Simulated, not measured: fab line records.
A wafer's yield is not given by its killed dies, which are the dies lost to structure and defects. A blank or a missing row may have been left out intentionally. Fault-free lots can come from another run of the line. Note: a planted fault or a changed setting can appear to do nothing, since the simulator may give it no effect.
Split-lot trial ; flow sky130 ; 5 lots, 23 wafers read, on a route of 708 steps

== SPLIT DETAILS ==
At SKY_FIELD_ISO_CVD_03 (deposits Si3N4 from DCS/NH3, target thk 165 nm, time 2830 s), the setting time_s was moved away from the recipe's 2830 s on 15 of the 23 wafers read, by -13.9% to +11.3%. The other wafers ran this setting at the recipe's value.

The file shows no step between the split and the reading.

== THE READING ==
oes_product_au, in a.u., at SKY_FIELD_ISO_ETCH_15 (etches the open film in CHF3/O2, stops on Si, target depth 180 nm, time 72 s). On this fab line, fault-free wafers typically give 0.944 a.u. with a standard deviation of 0.0061 a.u.

wafer;tool, chamber at the split;time_s as run, s;against the recipe;oes_product_au, a.u.;against lot-mates on the recipe
L074.1;-, -;2830;recipe;0.942;-
L074.2;-, -;2830;recipe;0.951;-
L074.4;-, -;2830;recipe;0.994;-
L074.5;-, -;2830;recipe;0.939;-
L074.6;-, -;2830;recipe;0.985;-
L078.1;-, -;2438;-13.9%;0.858;no lot-mate on the recipe
L078.2;-, -;2438;-13.9%;0.849;no lot-mate on the recipe
L078.3;-, -;2438;-13.9%;0.840;no lot-mate on the recipe
L078.5;-, -;2438;-13.9%;0.844;no lot-mate on the recipe
L078.6;-, -;2438;-13.9%;0.858;no lot-mate on the recipe
L079.1;lpcvd-02, 1;2830;recipe;0.936;-
L079.4;lpcvd-02, 1;2830;recipe;0.932;-
L079.5;lpcvd-02, 1;2830;recipe;0.943;-
L080.1;-, -;3128;+10.5%;0.992;no lot-mate on the recipe
L080.2;-, -;3128;+10.5%;1.007;no lot-mate on the recipe
L080.4;-, -;3128;+10.5%;1.001;no lot-mate on the recipe
L080.5;-, -;3128;+10.5%;0.994;no lot-mate on the recipe
L080.6;-, -;3128;+10.5%;1.002;no lot-mate on the recipe
L082.2;-, -;3149;+11.3%;1.004;no lot-mate on the recipe
L082.3;-, -;3149;+11.3%;0.998;no lot-mate on the recipe
L082.4;-, -;3149;+11.3%;0.998;no lot-mate on the recipe
L082.5;-, -;3149;+11.3%;0.995;no lot-mate on the recipe
L082.6;-, -;3149;+11.3%;0.999;no lot-mate on the recipe

THE FIT
A straight line over all 23 wafers: oes_product_au changes by +0.00589 a.u. for each +1% of time_s; r = +0.96; the points scatter about the line by 0.017 a.u.
Too few moved wafers have a lot-mate on the recipe to fit a line with each lot's own level taken away.

== FILE'S OWN FIT ==
oes_product_au changes by +0.00589 a.u. for each +1% of time_s, r = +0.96.
